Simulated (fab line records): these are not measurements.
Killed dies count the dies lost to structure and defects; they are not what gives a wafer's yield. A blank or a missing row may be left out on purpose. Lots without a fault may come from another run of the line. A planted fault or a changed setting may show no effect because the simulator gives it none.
Which of the tools did it?	flow sky130	Sampling: 24 lots, 72 wafers, 6 of 708 route steps

WHAT THE GAUGES READ, wafer by wafer
SKY_CAP2M_OVL_MEAS_12. Usual: CAP2M_OVL gives 0.0 nm (standard deviation 1.3).
lot	measured	on	CAP2M_OVL (nm)	flag
L074	day 40 10:23	overlay-02	1.3 0.8 1.2	
L075	day 41 02:47	overlay-02	-1.8 -1.1 1.2	
L076	day 41 05:58	overlay-01	-0.3 -1.1 -0.5	
L077	day 41 09:52	overlay-02	-0.1 1.1 0.9	
L078	day 41 15:10	overlay-01	1.0 2.6 0.9	
L079	day 42 00:43	overlay-02	1.0 1.2 1.8	
L080	day 42 13:43	overlay-01	-0.5 -0.1 -0.6	
L081	day 43 00:31	overlay-01	-1.6 -0.9 -0.4	
L082	day 43 20:37	overlay-02	-0.2 -0.4 0.1	
L083	day 43 23:29	overlay-02	2.1 0.3 0.5	
L085	day 44 04:52	overlay-02	1.6 2.2 0.5	
L084	day 44 05:17	overlay-02	-0.9 0.6 0.2	
L086	day 44 08:25	overlay-01	-1.6 0.7 -1.5	
L088	day 44 20:04	overlay-01	-0.3 -0.8 2.0	
L087	day 45 03:02	overlay-01	-1.1 0.2 -1.6	
L090	day 45 12:37	overlay-02	-1.0 -1.5 -0.4	
L089	day 45 13:55	overlay-01	-0.8 -1.1 -1.4	
L091	day 45 20:04	overlay-02	-0.1 1.1 -1.1	
L092	day 45 21:59	overlay-02	1.0 1.3 -0.7	
L093	day 46 01:58	overlay-02	1.8 -0.2 -1.5	
L095	day 46 05:56	overlay-01	-0.2 2.1 1.6	
L094	day 46 09:21	overlay-01	0.1 2.4 0.8	
L096	day 46 15:17	overlay-02	-1.2 -1.4 -0.3	
L097	day 46 16:46	overlay-02	0.6 1.7 0.8	

WHAT TOOL EACH LOT RAN ON (gives the tool, then ch and the chambers of the sampled wafers, and finally the start)
lot	SKY_CONTACT_ETCH_17	SKY_VIA1_CMP_24	SKY_METAL2_SPUTTER_00	SKY_METAL2_METAL_ETCH_19	SKY_METAL3_ETCH_16
L074	rie-diel-04 ch 0,1,2, day 31 06:46	cmp-01 ch 1,2,3, day 33 17:56	pvd-sputter-04, day 33 18:14	rie-metal-01 ch 0,1, day 34 20:48	rie-metal-01 ch 0, day 38 05:16
L075	rie-diel-04 ch 1,3, day 31 23:46	cmp-01 ch 0,3, day 34 09:02	pvd-sputter-02, day 34 09:20	rie-metal-01 ch 0,1, day 35 11:32	rie-metal-02 ch 0,1, day 38 22:10
L076	rie-diel-03 ch 0,1,3, day 32 04:55	cmp-02 ch 1,2,3, day 34 14:13	pvd-sputter-01, day 34 14:31	rie-metal-01 ch 0,1, day 35 17:09	rie-metal-04 ch 0, day 39 01:14
L077	rie-diel-03 ch 0,2, day 32 11:01	cmp-01 ch 0,1,3, day 34 21:17	pvd-sputter-01, day 34 21:29	rie-metal-01 ch 0,1, day 35 23:19	rie-metal-02 ch 0,1, day 39 07:02
L078	rie-diel-01 ch 1,2,3, day 32 14:38	cmp-01 ch 1,2,3, day 34 23:33	pvd-sputter-02, day 34 23:51	rie-metal-01 ch 0,1, day 36 02:21	rie-metal-02 ch 0,1, day 39 11:03
L079	rie-diel-04 ch 0,2,3, day 32 23:40	cmp-01 ch 0,2,3, day 35 10:13	pvd-sputter-02, day 35 10:28	rie-metal-03 ch 0, day 36 12:47	rie-metal-02 ch 0,1, day 39 22:03
L080	rie-diel-04 ch 0,2,3, day 33 17:19	cmp-01 ch 0,1,3, day 36 01:44	pvd-sputter-02, day 36 02:02	rie-metal-01 ch 0, day 37 04:32	rie-metal-02 ch 0,1, day 40 10:27
L081	rie-diel-04 ch 1,3, day 34 07:34	cmp-02 ch 1,2,3, day 36 14:56	pvd-sputter-01, day 36 15:14	rie-metal-02 ch 0,1, day 37 18:02	rie-metal-01 ch 0,1, day 40 23:44
L082	rie-diel-03 ch 1,2, day 35 03:37	cmp-01 ch 0,3, day 37 11:55	pvd-sputter-01, day 37 12:13	rie-metal-01 ch 0, day 38 14:59	rie-metal-02 ch 0,1, day 41 19:09
L083	rie-diel-03 ch 0,1,2, day 35 07:25	cmp-02 ch 0,1,2, day 37 17:11	pvd-sputter-04, day 37 17:20	rie-metal-02 ch 1, day 38 19:15	rie-metal-02 ch 0,1, day 41 23:02
L085	rie-diel-03 ch 0,1, day 35 12:07	cmp-02 ch 1,2, day 37 21:17	pvd-sputter-02, day 37 21:35	rie-metal-03 ch 1, day 38 23:37	rie-metal-02 ch 0,1, day 42 05:03
L084	rie-diel-04 ch 0,1, day 35 14:08	cmp-01 ch 0,1,2, day 37 22:18	pvd-sputter-01, day 37 22:30	rie-metal-02 ch 0,1, day 39 00:41	rie-metal-04 ch 0,1, day 42 05:19
L086	rie-diel-04 ch 0,1,2, day 35 17:55	cmp-02 ch 0,1,3, day 38 01:50	pvd-sputter-01, day 38 02:08	rie-metal-03 ch 1, day 39 03:56	rie-metal-04 ch 0,1, day 42 08:10
L088	rie-diel-01 ch 0,2,3, day 36 07:11	cmp-02 ch 1,2, day 38 15:31	pvd-sputter-02, day 38 15:46	rie-metal-03 ch 0,1, day 39 17:01	rie-metal-02 ch 0,1, day 42 19:44
L087	rie-diel-01 ch 2,3, day 36 14:01	cmp-01 ch 1,2, day 38 22:45	pvd-sputter-01, day 38 23:03	rie-metal-02 ch 0,1, day 40 00:31	rie-metal-02 ch 0,1, day 43 04:15
L090	rie-diel-04 ch 1,2,3, day 37 04:11	cmp-02 ch 0,2,3, day 39 11:13	pvd-sputter-01, day 39 11:31	rie-metal-03 ch 0,1, day 40 12:11	rie-metal-01 ch 0,1, day 43 13:58
L089	rie-diel-01 ch 1,2,3, day 37 04:32	cmp-02 ch 0,2, day 39 11:43	pvd-sputter-02, day 39 12:01	rie-metal-02 ch 0,1, day 40 13:00	rie-metal-01 ch 0,1, day 43 15:24
L091	rie-diel-01 ch 1,2, day 37 14:26	cmp-02 ch 0,1,2, day 39 20:46	pvd-sputter-01, day 39 20:55	rie-metal-02 ch 0,1, day 40 21:41	rie-metal-01 ch 0,1, day 43 21:46
L092	rie-diel-01 ch 0,1,2, day 37 15:41	cmp-02 ch 0,3, day 39 21:34	pvd-sputter-02, day 39 21:52	rie-metal-03 ch 0,1, day 40 22:28	rie-metal-01 ch 0,1, day 43 23:14
L093	rie-diel-04 ch 0,1, day 37 17:13	cmp-02 ch 0,1,3, day 40 00:28	pvd-sputter-01, day 40 00:40	rie-metal-01 ch 0,1, day 41 01:45	rie-metal-02 ch 1, day 44 02:34
L095	rie-diel-04 ch 0,2, day 38 03:34	cmp-02 ch 0,2,3, day 40 09:49	pvd-sputter-01, day 40 10:07	rie-metal-02 ch 0,1, day 41 10:38	rie-metal-01 ch 0,1, day 44 09:39
L094	rie-diel-01 ch 0,2,3, day 38 04:32	cmp-02 ch 0,2, day 40 11:36	pvd-sputter-01, day 40 11:51	rie-metal-03 ch 0,1, day 41 12:28	rie-metal-01 ch 0,1, day 44 12:41
L096	rie-diel-04 ch 0,1,3, day 38 13:10	cmp-02 ch 0,1,3, day 40 18:47	pvd-sputter-02, day 40 19:02	rie-metal-01 ch 0, day 41 19:14	rie-metal-02 ch 0,1, day 44 19:09
L097	rie-diel-03 ch 1,2,3, day 38 17:31	cmp-02 ch 0,2,3, day 40 21:49	pvd-sputter-02, day 40 22:04	rie-metal-01 ch 0, day 41 21:44	rie-metal-01 ch 0,1, day 44 20:31
- SKY_CONTACT_ETCH_17: etches SiO2 in C4F8/O2/Ar, stops on Si3N4, target depth 340 nm.
- SKY_VIA1_CMP_24: polishes, stops on SiO2, t overpolish 15 s, target thk 0 nm.
- SKY_METAL2_SPUTTER_00: material Ti, target thk 15 nm, time 10 s.
- SKY_METAL2_METAL_ETCH_19: etches the open film in Cl2/BCl3, stops on SiO2, target depth 360 nm, time 78 s.
- SKY_METAL3_ETCH_16: etches BARC in N2/H2, stops on SiO2, time 88.2 s, target depth 60 nm.

AS READ BY THE TOOLS THEMSELVES (means over the sampled wafers that have a number; for cases with no such wafer, the mark the record gives instead)
SKY_CONTACT_ETCH_17. Usual: chamber-pressure-mTorr 40.00 mTorr, standard deviation 0.038; oes-product-au 0.891 a.u., standard deviation 0.0052.
lot	tool	chamber-pressure-mTorr (mTorr)	oes-product-au (a.u.)	flag
L074	rie-diel-04	40.01	0.890	
L075	rie-diel-04	39.98	0.892	
L076	rie-diel-03	39.99	0.896	
L077	rie-diel-03	39.99	0.897	
L078	rie-diel-01	40.00	0.887	
L079	rie-diel-04	39.99	0.886	
L080	rie-diel-04	40.00	0.888	
L081	rie-diel-04	39.99	0.897	
L082	rie-diel-03	39.96	0.888	
L083	rie-diel-03	39.96	0.893	
L085	rie-diel-03	39.97	0.895	
L084	rie-diel-04	39.94	0.893	
L086	rie-diel-04	39.96	0.892	
L088	rie-diel-01	40.01	0.896	
L087	rie-diel-01	39.99	0.894	
L090	rie-diel-04	40.01	0.889	
L089	rie-diel-01	40.02	0.888	
L091	rie-diel-01	40.03	0.890	
L092	rie-diel-01	39.98	0.888	
L093	rie-diel-04	40.02	0.893	
L095	rie-diel-04	40.01	0.890	
L094	rie-diel-01	39.97	0.895	
L096	rie-diel-04	40.01	0.889	
L097	rie-diel-03	40.05	0.888	

SKY_VIA1_CMP_24. Usual: motor-current-A 11.0 A, standard deviation 1.4; overpolish-run-s 14.999 s, standard deviation 0.0089; time-to-endpoint-s 64 s, standard deviation 3.6.
lot	tool	motor-current-A (A)	overpolish-run-s (s)	time-to-endpoint-s (s)	flag
L074	cmp-01	11.6	15.007	63	
L075	cmp-01	9.4	15.001	63	
L076	cmp-02	11.1	15.002	67	
L077	cmp-01	10.7	15.000	62	
L078	cmp-01	11.6	15.001	63	
L079	cmp-01	10.6	14.998	64	
L080	cmp-01	11.0	15.002	63	
L081	cmp-02	11.1	15.003	66	
L082	cmp-01	9.6	15.001	62	
L083	cmp-02	10.6	15.000	62	
L085	cmp-02	10.1	14.989	63	
L084	cmp-01	11.9	14.998	62	
L086	cmp-02	11.5	14.995	64	
L088	cmp-02	10.0	14.986	65	
L087	cmp-01	12.9	14.992	65	
L090	cmp-02	11.1	14.995	64	
L089	cmp-02	9.5	15.011	65	
L091	cmp-02	10.1	15.002	59	
L092	cmp-02	12.1	14.998	66	
L093	cmp-02	11.7	14.985	65	
L095	cmp-02	10.9	14.992	63	
L094	cmp-02	9.7	14.995	62	
L096	cmp-02	11.5	15.002	68	
L097	cmp-02	11.0	15.001	65	

SKY_METAL2_SPUTTER_00. Usual: throttle-valve-pct at 29.6 %, with a standard deviation of 1.2.
lot	tool	throttle-valve-pct (%)	flag
L074	pvd-sputter-04	30.4	
L075	pvd-sputter-02	30.0	
L076	pvd-sputter-01	29.0	
L077	pvd-sputter-01	29.0	
L078	pvd-sputter-02	30.2	
L079	pvd-sputter-02	30.0	
L080	pvd-sputter-02	29.6	
L081	pvd-sputter-01	29.1	
L082	pvd-sputter-01	28.9	
L083	pvd-sputter-04	30.3	
L085	pvd-sputter-02	30.6	
L084	pvd-sputter-01	29.2	
L086	pvd-sputter-01	28.6	
L088	pvd-sputter-02	30.2	
L087	pvd-sputter-01	28.4	
L090	pvd-sputter-01	28.6	
L089	pvd-sputter-02	29.8	
L091	pvd-sputter-01	29.1	
L092	pvd-sputter-02	30.8	
L093	pvd-sputter-01	28.7	
L095	pvd-sputter-01	29.0	
L094	pvd-sputter-01	28.9	
L096	pvd-sputter-02	30.1	
L097	pvd-sputter-02	30.2	

SKY_METAL2_METAL_ETCH_19. Usual: chamber-pressure-mTorr 9.998 mTorr, standard deviation 0.0091; drypump-motor-current-A 5.89 A, standard deviation 0.16; mfc-cl2-sccm 59.99 sccm, standard deviation 0.18; oes-product-au 0.853 a.u., standard deviation 0.0054; throttle-valve-pct 22.264 %, standard deviation 0.0084.
lot	tool	chamber-pressure-mTorr (mTorr)	drypump-motor-current-A (A)	mfc-cl2-sccm (sccm)	oes-product-au (a.u.)	throttle-valve-pct (%)	flag
L074	rie-metal-01	10.002	5.92	59.90	0.851	22.262	
L075	rie-metal-01	10.005	5.83	60.12	0.853	22.263	
L076	rie-metal-01	9.998	5.95	59.97	0.849	22.267	
L077	rie-metal-01	10.004	5.83	60.15	0.856	22.265	
L078	rie-metal-01	9.987	5.93	59.93	0.856	22.265	
L079	rie-metal-03	10.000	5.79	60.01	0.849	22.261	
L080	rie-metal-01	9.985	6.02	60.04	0.853	22.270	
L081	rie-metal-02	10.000	5.95	59.80	0.855	22.266	
L082	rie-metal-01	9.999	6.02	60.02	0.845	22.264	
L083	rie-metal-02	10.002	5.85	59.95	0.856	22.265	
L085	rie-metal-03	9.999	5.70	59.97	0.851	22.266	
L084	rie-metal-02	9.993	6.06	60.17	0.851	22.267	
L086	rie-metal-03	9.994	5.71	59.98	0.852	22.259	
L088	rie-metal-03	9.995	5.74	59.98	0.850	22.273	
L087	rie-metal-02	10.004	6.08	60.08	0.860	22.265	
L090	rie-metal-03	9.992	5.73	60.04	0.855	22.275	
L089	rie-metal-02	9.995	5.96	59.85	0.853	22.266	
L091	rie-metal-02	9.993	6.09	60.10	0.849	22.262	
L092	rie-metal-03	9.999	5.75	59.73	0.849	22.270	
L093	rie-metal-01	10.005	5.83	59.81	0.852	22.261	
L095	rie-metal-02	10.003	5.98	60.01	0.854	22.256	
L094	rie-metal-03	9.997	5.73	60.03	0.851	22.260	
L096	rie-metal-01	9.997	6.02	60.02	0.851	22.264	
L097	rie-metal-01	9.999	6.04	60.02	0.852	22.264	

SKY_METAL3_ETCH_16. Usual: chamber-pressure-mTorr 30.002 mTorr, standard deviation 0.027; drypump-motor-current-A 5.96 A, standard deviation 0.21; oes-product-au 0.626 a.u., standard deviation 0.0042; throttle-valve-pct 13.205 %, standard deviation 0.01.
lot	tool	chamber-pressure-mTorr (mTorr)	drypump-motor-current-A (A)	oes-product-au (a.u.)	throttle-valve-pct (%)	flag
L074	rie-metal-01	29.969	6.02	0.625	13.202	
L075	rie-metal-02	30.002	6.10	0.625	13.198	
L076	rie-metal-04	29.994	6.18	0.621	13.201	
L077	rie-metal-02	30.016	6.09	0.629	13.199	
L078	rie-metal-02	30.001	5.97	0.625	13.206	
L079	rie-metal-02	30.017	5.97	0.629	13.208	
L080	rie-metal-02	29.988	6.10	0.625	13.207	
L081	rie-metal-01	30.004	5.95	0.621	13.211	
L082	rie-metal-02	30.005	6.09	0.627	13.206	
L083	rie-metal-02	29.999	5.97	0.625	13.204	
L085	rie-metal-02	30.008	5.98	0.631	13.200	
L084	rie-metal-04	30.016	5.60	0.627	13.207	
L086	rie-metal-04	30.016	5.62	0.624	13.203	
L088	rie-metal-02	29.999	6.07	0.625	13.199	
L087	rie-metal-02	29.984	5.99	0.622	13.195	
L090	rie-metal-01	29.994	5.93	0.629	13.208	
L089	rie-metal-01	30.000	5.83	0.628	13.200	
L091	rie-metal-01	30.012	5.93	0.625	13.200	
L092	rie-metal-01	29.999	5.84	0.627	13.214	
L093	rie-metal-02	29.978	5.86	0.624	13.200	
L095	rie-metal-01	29.999	5.94	0.627	13.199	
L094	rie-metal-01	30.002	5.84	0.627	13.206	
L096	rie-metal-02	30.010	6.08	0.622	13.199	
L097	rie-metal-01	30.006	5.84	0.624	13.200	

THE ANSWER, worked out from the rows above alone
Rule: lot off if the mean of its wafers having a number is beyond 3 standard deviations from the usual mean. A lot without any number at a reading at which 4 lots or more have one is off too. Any other lot the step has rows for is counted as sound. The gauges are gone through in route order, then the tools' own readings, and for those a lot's mean is taken as printed above. The first step at which some lot is off is used, and at that step the reading that is off furthest; a lot without a number counts as furthest.
None of the lots is off at any reading shown; this tells nothing.

WHAT WAS PUT IN BY THE SIMULATOR
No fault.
